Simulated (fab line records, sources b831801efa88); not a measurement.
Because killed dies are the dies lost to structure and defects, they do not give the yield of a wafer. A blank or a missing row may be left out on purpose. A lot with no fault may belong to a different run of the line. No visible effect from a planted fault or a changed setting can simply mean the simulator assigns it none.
Which tool is to blame? || flow gf180mcu || Sampling: 24 lots, 72 wafers, 3 of 602 route steps

## WHAT THE GAUGES SHOWED, per wafer
GF_PSD_RS_MEAS_15: measures by four-point-probe. Usual: PSD_RS gives 108.66 ohm/sq (standard deviation 0.26).
{"lot": "L074", "measured": "day 14 10:31", "on": "film-metro-01", "PSD_RS (ohm/sq)": "108.88 108.62 108.50", "flag": ""}
{"lot": "L075", "measured": "day 15 01:56", "on": "film-metro-02", "PSD_RS (ohm/sq)": "109.14 108.90 109.00", "flag": ""}
{"lot": "L076", "measured": "day 15 05:14", "on": "film-metro-03", "PSD_RS (ohm/sq)": "108.70 108.56 108.49", "flag": ""}
{"lot": "L077", "measured": "day 15 10:23", "on": "film-metro-02", "PSD_RS (ohm/sq)": "108.60 108.58 108.70", "flag": ""}
{"lot": "L078", "measured": "day 15 18:40", "on": "film-metro-03", "PSD_RS (ohm/sq)": "108.82 108.64 108.52", "flag": ""}
{"lot": "L079", "measured": "day 16 02:08", "on": "film-metro-02", "PSD_RS (ohm/sq)": "108.54 108.14 108.72", "flag": ""}
{"lot": "L080", "measured": "day 16 17:27", "on": "film-metro-02", "PSD_RS (ohm/sq)": "108.79 109.07 108.40", "flag": ""}
{"lot": "L081", "measured": "day 17 04:27", "on": "film-metro-03", "PSD_RS (ohm/sq)": "108.56 108.94 108.50", "flag": ""}
{"lot": "L082", "measured": "day 17 08:53", "on": "film-metro-01", "PSD_RS (ohm/sq)": "108.62 108.65 108.71", "flag": ""}
{"lot": "L083", "measured": "day 17 14:47", "on": "film-metro-03", "PSD_RS (ohm/sq)": "108.83 109.19 108.93", "flag": ""}
{"lot": "L084", "measured": "day 17 16:18", "on": "film-metro-03", "PSD_RS (ohm/sq)": "108.43 108.88 108.57", "flag": ""}
{"lot": "L085", "measured": "day 18 05:23", "on": "film-metro-01", "PSD_RS (ohm/sq)": "108.48 108.74 108.56", "flag": ""}
{"lot": "L086", "measured": "day 18 10:55", "on": "film-metro-02", "PSD_RS (ohm/sq)": "108.84 108.56 108.65", "flag": ""}
{"lot": "L087", "measured": "day 18 19:45", "on": "film-metro-03", "PSD_RS (ohm/sq)": "108.45 108.66 108.65", "flag": ""}
{"lot": "L088", "measured": "day 19 06:08", "on": "film-metro-02", "PSD_RS (ohm/sq)": "108.81 109.42 109.41", "flag": ""}
{"lot": "L089", "measured": "day 19 11:58", "on": "film-metro-01", "PSD_RS (ohm/sq)": "108.25 108.30 107.94", "flag": ""}
{"lot": "L090", "measured": "day 19 22:38", "on": "film-metro-03", "PSD_RS (ohm/sq)": "108.68 108.39 108.88", "flag": ""}
{"lot": "L091", "measured": "day 20 08:35", "on": "film-metro-03", "PSD_RS (ohm/sq)": "108.48 108.55 108.57", "flag": ""}
{"lot": "L092", "measured": "day 20 16:53", "on": "film-metro-01", "PSD_RS (ohm/sq)": "107.97 108.52 108.50", "flag": ""}
{"lot": "L093", "measured": "day 20 22:45", "on": "film-metro-02", "PSD_RS (ohm/sq)": "108.38 108.58 108.76", "flag": ""}
{"lot": "L094", "measured": "day 21 04:18", "on": "film-metro-02", "PSD_RS (ohm/sq)": "108.53 108.62 108.85", "flag": ""}
{"lot": "L095", "measured": "day 21 15:12", "on": "film-metro-01", "PSD_RS (ohm/sq)": "108.71 108.38 108.61", "flag": ""}
{"lot": "L096", "measured": "day 21 19:49", "on": "film-metro-03", "PSD_RS (ohm/sq)": "108.54 108.46 108.46", "flag": ""}
{"lot": "L097", "measured": "day 22 02:00", "on": "film-metro-01", "PSD_RS (ohm/sq)": "108.88 108.99 108.81", "flag": ""}

GF_M2_RS_MEAS_05: measures by four-point-probe. Usual: M2_ALCU_RS gives 0.0693 ohm/sq (standard deviation 0.0013).
{"lot": "L074", "measured": "day 18 10:59", "on": "film-metro-04", "M2_ALCU_RS (ohm/sq)": "0.0681 0.0684 0.0685", "flag": ""}
{"lot": "L075", "measured": "day 19 04:22", "on": "film-metro-04", "M2_ALCU_RS (ohm/sq)": "0.0697 0.0696 0.0695", "flag": ""}
{"lot": "L076", "measured": "day 19 06:28", "on": "film-metro-03", "M2_ALCU_RS (ohm/sq)": "0.0700 0.0705 0.0708", "flag": ""}
{"lot": "L077", "measured": "day 19 12:16", "on": "film-metro-03", "M2_ALCU_RS (ohm/sq)": "0.0688 0.0686 0.0691", "flag": ""}
{"lot": "L078", "measured": "day 19 22:43", "on": "film-metro-01", "M2_ALCU_RS (ohm/sq)": "0.0722 0.0705 0.0709", "flag": ""}
{"lot": "L079", "measured": "day 20 07:46", "on": "film-metro-04", "M2_ALCU_RS (ohm/sq)": "0.0685 0.0677 0.0681", "flag": ""}
{"lot": "L080", "measured": "day 20 23:44", "on": "film-metro-01", "M2_ALCU_RS (ohm/sq)": "0.0701 0.0703 0.0704", "flag": ""}
{"lot": "L081", "measured": "day 21 11:38", "on": "film-metro-01", "M2_ALCU_RS (ohm/sq)": "0.0688 0.0687 0.0688", "flag": ""}
{"lot": "L082", "measured": "day 21 14:19", "on": "film-metro-04", "M2_ALCU_RS (ohm/sq)": "0.0674 0.0682 0.0680", "flag": ""}
{"lot": "L083", "measured": "day 21 22:34", "on": "film-metro-01", "M2_ALCU_RS (ohm/sq)": "0.0696 0.0686 0.0698", "flag": ""}
{"lot": "L084", "measured": "day 21 22:33", "on": "film-metro-04", "M2_ALCU_RS (ohm/sq)": "0.0678 0.0673 0.0670", "flag": ""}
{"lot": "L085", "measured": "day 22 12:59", "on": "film-metro-01", "M2_ALCU_RS (ohm/sq)": "0.0703 0.0706 0.0717", "flag": ""}
{"lot": "L086", "measured": "day 22 16:59", "on": "film-metro-04", "M2_ALCU_RS (ohm/sq)": "0.0688 0.0677 0.0684", "flag": ""}
{"lot": "L087", "measured": "day 23 05:16", "on": "film-metro-04", "M2_ALCU_RS (ohm/sq)": "0.0705 0.0698 0.0719", "flag": ""}
{"lot": "L088", "measured": "day 23 10:34", "on": "film-metro-03", "M2_ALCU_RS (ohm/sq)": "0.0697 0.0713 0.0713", "flag": ""}
{"lot": "L089", "measured": "day 23 16:29", "on": "film-metro-04", "M2_ALCU_RS (ohm/sq)": "0.0699 0.0685 0.0694", "flag": ""}
{"lot": "L090", "measured": "day 24 03:27", "on": "film-metro-04", "M2_ALCU_RS (ohm/sq)": "0.0690 0.0678 0.0691", "flag": ""}
{"lot": "L091", "measured": "day 24 12:14", "on": "film-metro-04", "M2_ALCU_RS (ohm/sq)": "0.0687 0.0692 0.0688", "flag": ""}
{"lot": "L092", "measured": "day 24 20:20", "on": "film-metro-01", "M2_ALCU_RS (ohm/sq)": "0.0690 0.0680 0.0703", "flag": ""}
{"lot": "L093", "measured": "day 25 01:22", "on": "film-metro-04", "M2_ALCU_RS (ohm/sq)": "0.0688 0.0683 0.0691", "flag": ""}
{"lot": "L094", "measured": "day 25 06:23", "on": "film-metro-04", "M2_ALCU_RS (ohm/sq)": "0.0689 0.0686 0.0688", "flag": ""}
{"lot": "L095", "measured": "day 25 14:51", "on": "film-metro-04", "M2_ALCU_RS (ohm/sq)": "0.0676 0.0682 0.0680", "flag": ""}
{"lot": "L096", "measured": "day 25 20:06", "on": "film-metro-01", "M2_ALCU_RS (ohm/sq)": "0.0696 0.0708 0.0692", "flag": ""}
{"lot": "L097", "measured": "day 26 02:43", "on": "film-metro-01", "M2_ALCU_RS (ohm/sq)": "0.0716 0.0722 0.0711", "flag": ""}

GF_V2_THK_MEAS_03. Usual: V2_CVD_02_THK gives 849 nm (standard deviation 13).
{"lot": "L074", "measured": "day 19 12:40", "on": "film-metro-04", "V2_CVD_02_THK (nm)": "833 860 854", "flag": ""}
{"lot": "L075", "measured": "day 20 05:37", "on": "film-metro-04", "V2_CVD_02_THK (nm)": "845 853 855", "flag": ""}
{"lot": "L076", "measured": "day 20 07:55", "on": "film-metro-03", "V2_CVD_02_THK (nm)": "848 843 870", "flag": ""}
{"lot": "L077", "measured": "day 20 13:36", "on": "film-metro-04", "V2_CVD_02_THK (nm)": "841 861 858", "flag": ""}
{"lot": "L078", "measured": "day 21 00:17", "on": "film-metro-03", "V2_CVD_02_THK (nm)": "849 833 839", "flag": ""}
{"lot": "L079", "measured": "day 21 08:20", "on": "film-metro-04", "V2_CVD_02_THK (nm)": "842 850 876", "flag": ""}
{"lot": "L080", "measured": "day 22 00:44", "on": "film-metro-04", "V2_CVD_02_THK (nm)": "849 837 843", "flag": ""}
{"lot": "L081", "measured": "day 22 12:35", "on": "film-metro-04", "V2_CVD_02_THK (nm)": "849 866 862", "flag": ""}
{"lot": "L082", "measured": "day 22 14:38", "on": "film-metro-03", "V2_CVD_02_THK (nm)": "858 849 850", "flag": ""}
{"lot": "L083", "measured": "day 22 23:31", "on": "film-metro-03", "V2_CVD_02_THK (nm)": "830 811 828", "flag": ""}
{"lot": "L084", "measured": "day 22 23:05", "on": "film-metro-02", "V2_CVD_02_THK (nm)": "853 848 856", "flag": ""}
{"lot": "L085", "measured": "day 23 12:50", "on": "film-metro-02", "V2_CVD_02_THK (nm)": "851 868 850", "flag": ""}
{"lot": "L086", "measured": "day 23 17:47", "on": "film-metro-03", "V2_CVD_02_THK (nm)": "852 876 863", "flag": ""}
{"lot": "L087", "measured": "day 24 05:11", "on": "film-metro-04", "V2_CVD_02_THK (nm)": "847 837 843", "flag": ""}
{"lot": "L088", "measured": "day 24 10:19", "on": "film-metro-04", "V2_CVD_02_THK (nm)": "849 846 868", "flag": ""}
{"lot": "L089", "measured": "day 24 15:33", "on": "film-metro-03", "V2_CVD_02_THK (nm)": "842 849 834", "flag": ""}
{"lot": "L090", "measured": "day 25 02:03", "on": "film-metro-04", "V2_CVD_02_THK (nm)": "834 844 856", "flag": ""}
{"lot": "L091", "measured": "day 25 10:47", "on": "film-metro-03", "V2_CVD_02_THK (nm)": "839 836 845", "flag": ""}
{"lot": "L092", "measured": "day 25 19:15", "on": "film-metro-03", "V2_CVD_02_THK (nm)": "847 836 861", "flag": ""}
{"lot": "L093", "measured": "day 26 02:37", "on": "film-metro-02", "V2_CVD_02_THK (nm)": "849 854 856", "flag": ""}
{"lot": "L094", "measured": "day 26 04:37", "on": "film-metro-04", "V2_CVD_02_THK (nm)": "845 850 852", "flag": ""}
{"lot": "L095", "measured": "day 26 12:13", "on": "film-metro-03", "V2_CVD_02_THK (nm)": "837 856 855", "flag": ""}
{"lot": "L096", "measured": "day 26 17:29", "on": "film-metro-03", "V2_CVD_02_THK (nm)": "835 850 860", "flag": ""}
{"lot": "L097", "measured": "day 26 23:43", "on": "film-metro-03", "V2_CVD_02_THK (nm)": "830 854 846", "flag": ""}

## EACH LOT AND THE TOOL THAT RAN IT (in order: tool; ch and the chambers of the sampled wafers; start)
Record: no process step prior to these readings.

## AS READ BY THE TOOLS THEMSELVES (means over the sampled wafers that have a number; for cases with no such wafer, the mark the record gives instead)
The record holds no such reading with a usual standard deviation.

## THE ANSWER, worked out from the rows above alone
Rule: take the mean of a lot's wafers that have a number; if it is more than 3 standard deviations from the usual mean, the lot is off. A lot without any number at a reading at which 4 lots or more have one is off too. The other lots that the step has rows for count as sound. First the gauges in route order, then the tools' own readings, where a lot's mean is used as printed above. The first step at which some lot is off is used, and at that step the reading that is off furthest; a lot without a number counts as furthest.
None of the lots is off at any reading shown; this tells nothing.

## WHAT THE SIMULATOR HAD INSERTED
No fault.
